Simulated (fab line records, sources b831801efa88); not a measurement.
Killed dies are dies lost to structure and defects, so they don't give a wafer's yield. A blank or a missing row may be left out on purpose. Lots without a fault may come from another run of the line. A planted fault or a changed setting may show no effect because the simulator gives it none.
A struck lot beside a sound one | flow sky130 | 15 steps out of a route of 708
Sound: wafers L560.2, L560.3, L560.6. Struck: wafers L568.1, L568.2, L568.5. The cause comes at the end.
At each step with rows: each side's tool, then ch and its chambers, then its first start. Under that, the readings that differ: sound wafers | struck wafers | difference of the means | sigmas: that difference in standard deviations of wafers without a fault.
alike: readings whose means differ by less than 2 such deviations, and words and numbers that are the same on both sides. not compared: withheld readings, readings that some wafer has no value for, bounds like >300 that may hide the same value, and numbers for which the record gives no deviation and whose values overlap.
The two part at a step that has a row with sigmas, a row that says differs or no value, or rows on one side only. Numbers that don't overlap but have no deviation are shown without sigmas and don't part them. A reading that every wafer of one side lacks parts them only if that side has two wafers or more.

first, 9 steps without rows for these wafers: SKY_CAP2M_CLEAN_17 (cleans in O3/DIW); SKY_METAL4_DEHYDRATE_05 (time 60 s); SKY_METAL4_HMDS_06 (prime time 60 s); SKY_METAL4_COAT_07 (resist thk 60 nm); SKY_METAL4_COAT_08 (resist thk 1140 nm); SKY_METAL4_SOFTBAKE_09 (time 90 s); SKY_METAL4_EXPOSE_10 (exposes mask MM4, target cd 300 nm); SKY_METAL4_PEB_11; SKY_METAL4_DEVELOP_12 (develop time 60 s).
SKY_METAL4_CD_MEAS_13: target cd 300 nm.
  sound on cd_sem-02, day 44 01:05; struck on cd_sem-02, day 46 04:22
  alike: cd_nm
SKY_METAL4_OVL_MEAS_14:
  sound on overlay-01, day 44 01:12; struck on overlay-01, day 46 04:29
  alike: METAL4_OVL
SKY_METAL4_DESCUM_15: chemistry O2, time 8 s.
  sound on rie_metal-02 ch 0,1, day 44 01:14; struck on rie_metal-02 ch 0,1, day 46 04:32
  alike: drypump_motor_current_A, oes_product_au
  not compared: rf_hours_counter_h
SKY_METAL4_ETCH_16: etches BARC in N2/H2, stops on SiO2, time 88.2 s, target depth 60 nm.
  sound on rie_metal-02 ch 0,1, day 44 01:16; struck on rie_metal-02 ch 0,1, day 46 04:34
  reading    | sound               | struck            | difference | sigmas
  bias_w (W) | 99.87 100.15 100.29 | 88.54 89.29 88.85 | -11.21     | -39
  alike: drypump_motor_current_A, oes_product_au, throttle_valve_pct
  not compared: rf_hours_counter_h
SKY_METAL4_ETCH_17: etches SiO2 in C4F8/O2/Ar, stops on TiN, time 3.9 s, target depth 15 nm.
  sound on rie_diel-02 ch 1,2,3, day 44 01:22; struck on rie_diel-01 ch 1,2, day 46 04:40
  alike: bias_w, oes_product_au
  not compared: rf_hours_counter_h
-- the record jumps here: 3 days lie between the struck wafers' starts before and after (it left off in module METAL4 and takes up again in module PAD_OPEN, whose first step shown is number 708 of the route) --
SKY_PAD_OPEN_PROBE_99:
  sound on prober-02, day 47 19:15; struck on prober-01, day 49 14:35
  alike: defect_limited_yield, killed_at_M0_to_M3, killed_at_M4_up, killed_at_contacts, killed_at_front_end, killed_at_other, killed_dies, killed_open, killed_short, sort_bin_3_pad_short, sort_bin_5_function, sort_bin_6_memory, sort_n_pass, sort_yield_pct

WHERE THEY PART
Only at SKY_METAL4_ETCH_16, within this record. Later steps at which nothing parts them and some readings are alike: SKY_METAL4_ETCH_17, SKY_PAD_OPEN_PROBE_99.

WHY: what the simulator had put in
Process parameter drift: rie_metal-02, from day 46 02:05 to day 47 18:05, at SKY_METAL4_ETCH_16. Setting bias_w, moved by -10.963, from 100. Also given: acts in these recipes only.
